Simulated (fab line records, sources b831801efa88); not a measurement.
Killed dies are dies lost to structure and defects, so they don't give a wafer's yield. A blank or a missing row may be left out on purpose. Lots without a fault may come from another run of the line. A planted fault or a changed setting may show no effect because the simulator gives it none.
One fault seen from 2 desks | flow gf180mcu | each desk has only its own numbers; what lay behind them comes last

THE METROLOGY DESK
What the gauges read, lot by lot, whatever tool the lot ran on: means of the sampled wafers that have a number. A lot is out of limits, marked OUT, if its mean lies more than 4 standard deviations from the usual mean; the brackets give that distance.
Columns: A = NWELL_TW at GF_NWELL_TW_MEAS_11, usual 1580; B = VT_IMPLANT_OVL at GF_VT_IMPLANT_OVL_MEAS_07, usual -0.1 nm; C = VT_IMPLANT_3_TW at GF_VT_IMPLANT_TW_MEAS_32, usual 268.1; D = POLY_GATE_OVL at GF_POLY_GATE_OVL_MEAS_11, usual 1 nm
lot  | first seen here | A                    | B    | C     | D
L137 | day 3 08:16     | 1589                 | 1.9  | 267.5 | 4
L138 | day 3 13:16     | 1568                 | -2.0 | 265.3 | -2
L141 | day 4 07:24     | 1574                 | 0.3  | 267.7 | 14
L142 | day 4 12:25     | 1594                 | 0.1  | 271.0 | -4
L144 | day 4 23:40     | 1584                 | 2.3  | 270.1 | -3
L146 | day 5 08:45     | 1600                 | 0.3  | 268.1 | 0
L147 | day 5 14:33     | 30 (-99 or more) OUT | -0.5 | 269.5 | 10
L148 | day 5 20:15     | 30 (-99 or more) OUT | -0.4 | 267.0 | 5
L150 | day 6 04:42     | 1583                 | -3.2 | 266.9 | -10
L153 | day 6 23:18     | 1582                 | 2.1  | 267.1 | 6
L156 | day 7 16:11     | 1580                 | -0.6 | 268.3 | -3
L157 | day 7 22:17     | 1579                 | 1.3  | 268.8 | 4
L159 | day 8 06:30     | 1568                 | 0.2  | 267.8 | 0
L160 | day 8 17:23     | 1576                 | -0.3 | 269.7 | 2
This desk's finding: out of limits on L147, L148; first on L147, day 5 14:33 (NWELL_TW at GF_NWELL_TW_MEAS_11). In limits: L137, L138, L141, L142, L144, L146, L150, L153, L156, L157, L159, L160.

THE TOOL OWNER'S DESK: plasma_asher-02
The tool's own readings at GF_DNWELL_STRIP_08 (strips in O2/N2): means of the sampled wafers that have a number, for each lot that ran on this tool. A lot is out of limits, marked OUT, if its mean lies more than 4 standard deviations from the usual mean; the brackets give that distance.
Columns: A = chamber_pressure_mTorr at GF_DNWELL_STRIP_08, usual 1499.8 mTorr; B = drypump_motor_current_A at GF_DNWELL_STRIP_08, usual 5.5 A; C = heater_power_w at GF_DNWELL_STRIP_08, usual 353 W; D = oes_product_au at GF_DNWELL_STRIP_08, usual 0.722 a.u.; E = strip_time_to_endpoint_s at GF_DNWELL_STRIP_08, usual 36.99 s
lot  | first seen here | A      | B   | C   | D     | E
L137 | day 2 18:50     | 1500.1 | 5.9 | 318 | 0.725 | 37.08
L141 | day 3 17:40     | 1500.3 | 5.5 | 351 | 0.724 | 36.95
L146 | day 4 17:55     | 1498.9 | 6.2 | 295 | 0.722 | 37.05
L157 | day 7 05:45     | 1500.1 | 5.5 | 351 | 0.726 | 37.16
This desk's finding: nothing out of limits on any of the 4 lots.

PUT TOGETHER
The metrology desk could have raised an alarm at day 5 14:33, on L147, L148.
The tool owner's desk saw nothing out of limits.
The tool owner's desk has no number on record for L147, L148.
Of the lots named, all ran GF_DNWELL_STRIP_08 on plasma_asher-02.

WHAT THE SIMULATOR HAD PUT IN
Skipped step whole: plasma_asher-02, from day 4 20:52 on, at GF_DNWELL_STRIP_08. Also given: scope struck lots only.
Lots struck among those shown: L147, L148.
Hours from the fault's start to each desk's first reading out of limits: the metrology desk, 18.
